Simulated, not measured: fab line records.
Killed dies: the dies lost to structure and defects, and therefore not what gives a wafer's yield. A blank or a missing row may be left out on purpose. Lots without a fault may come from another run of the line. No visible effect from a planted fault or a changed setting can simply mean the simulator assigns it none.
Which of the tools did it? ; flow sky130 ; 36 wafers from 12 lots sampled at 5 of the route's 708 steps

WHAT EACH GAUGE READ, for each wafer
SKY_VIA4_THK_MEAS_20: measures by xrf.
lot;measured;on;VIA4_W_THK (nm)
L075;day 43 09:33;film-metro-03;511 535 517
L077;day 43 22:22;film-metro-04;513 508 523
L079;day 44 10:37;film-metro-03;539 511 534
L081;day 45 00:43;film-metro-03;530 512 532
L083;day 45 15:31;film-metro-03;505 526 506
L084;day 45 22:37;film-metro-02;506 500 490
L087;day 46 10:51;film-metro-03;503 519 507
L089;day 47 08:53;film-metro-02;504 500 499
L090;day 47 13:50;film-metro-03;512 504 513
L093;day 48 00:28;film-metro-04;509 511 513
L094;day 48 02:51;film-metro-03;510 518 520
L097;day 48 18:53;film-metro-03;520 516 509

EACH LOT AND THE TOOL THAT RAN IT (in order: tool; ch and the chambers of the sampled wafers; start)
lot;SKY_LI_CONTACT_SPUTTER_19;SKY_METAL1_ETCH_18;SKY_VIA1_STRIP_16;SKY_VIA3_CVD_21
L075;pvd-sputter-01, day 29 20:58;rie-metal-03 ch 0,1, day 33 12:39;plasma-asher-02 ch 0,1, day 34 15:52;cvd-w-02 ch 0,1, day 40 06:46
L077;pvd-sputter-01, day 30 14:26;rie-metal-03 ch 1, day 34 03:43;plasma-asher-01 ch 0,1, day 35 07:18;cvd-w-01 ch 0,1, day 40 20:45
L079;pvd-sputter-02, day 31 03:50;rie-metal-03 ch 0,1, day 34 16:10;plasma-asher-02 ch 1, day 35 19:37;cvd-w-02 ch 0, day 41 09:00
L081;pvd-sputter-03, day 31 20:37;rie-metal-04 ch 0,1, day 35 09:25;plasma-asher-01 ch 0,1, day 36 13:01;cvd-w-01 ch 0,1, day 42 00:25
L083;pvd-sputter-01, day 32 15:29;rie-metal-02 ch 0, day 36 02:44;plasma-asher-02 ch 0,1, day 37 06:22;cvd-w-02 ch 0,1, day 42 17:25
L084;pvd-sputter-02, day 33 01:50;rie-metal-04 ch 0,1, day 36 12:32;plasma-asher-01 ch 0,1, day 37 15:42;cvd-w-02 ch 0,1, day 43 00:23
L087;pvd-sputter-02, day 33 15:55;rie-metal-03 ch 0,1, day 37 02:49;plasma-asher-01 ch 0,1, day 38 06:10;cvd-w-01 ch 0,1, day 43 13:59
L089;pvd-sputter-01, day 34 18:27;rie-metal-02 ch 0,1, day 38 04:23;plasma-asher-02 ch 0,1, day 39 06:45;cvd-w-02 ch 0,1, day 44 11:35
L090;pvd-sputter-02, day 35 02:40;rie-metal-02 ch 0,1, day 38 12:31;plasma-asher-03 ch 0,1, day 39 14:46;cvd-w-01 ch 0,1, day 44 20:08
L093;pvd-sputter-01, day 35 17:04;rie-metal-03 ch 0,1, day 39 02:01;plasma-asher-03 ch 0,1, day 40 04:07;cvd-w-01 ch 0,1, day 45 07:01
L094;pvd-sputter-02, day 35 19:41;rie-metal-03 ch 0,1, day 39 03:43;plasma-asher-01 ch 0,1, day 40 05:52;cvd-w-02 ch 0,1, day 45 09:17
L097;pvd-sputter-02, day 36 16:32;rie-metal-03 ch 0,1, day 40 00:19;plasma-asher-01 ch 0,1, day 41 02:22;cvd-w-01 ch 0,1, day 46 03:59
- SKY_LI_CONTACT_SPUTTER_19: material Ti, target thk 20 nm, time 106.37 s.
- SKY_METAL1_ETCH_18: etches BARC in N2/H2, stops on SiO2, time 45.9 s, target depth 60 nm.
- SKY_VIA1_STRIP_16: strips in O2/N2.
- SKY_VIA3_CVD_21: deposits W, target thk 390 nm, time 117.31 s.

THE ANSWER, worked out from the rows above alone
Rule: usual is defined by the lots themselves. The widest of any qualifying gaps counts: lots, ordered by their means at a reading, are off when they make up no more than a third of the lots, leave a main group of 4 or more, and stand apart from it by 3 or more times the standard deviation of that group's means. Not used: any main group whose means are identical at the precision the tables above print for the reading. Also off: a lot with no number at a reading for which 4 or more lots have one. All remaining lots with rows at the step are treated as sound.
No lot is off at any reading shown: from this, nothing can be told.

WHAT WAS PUT IN BY THE SIMULATOR
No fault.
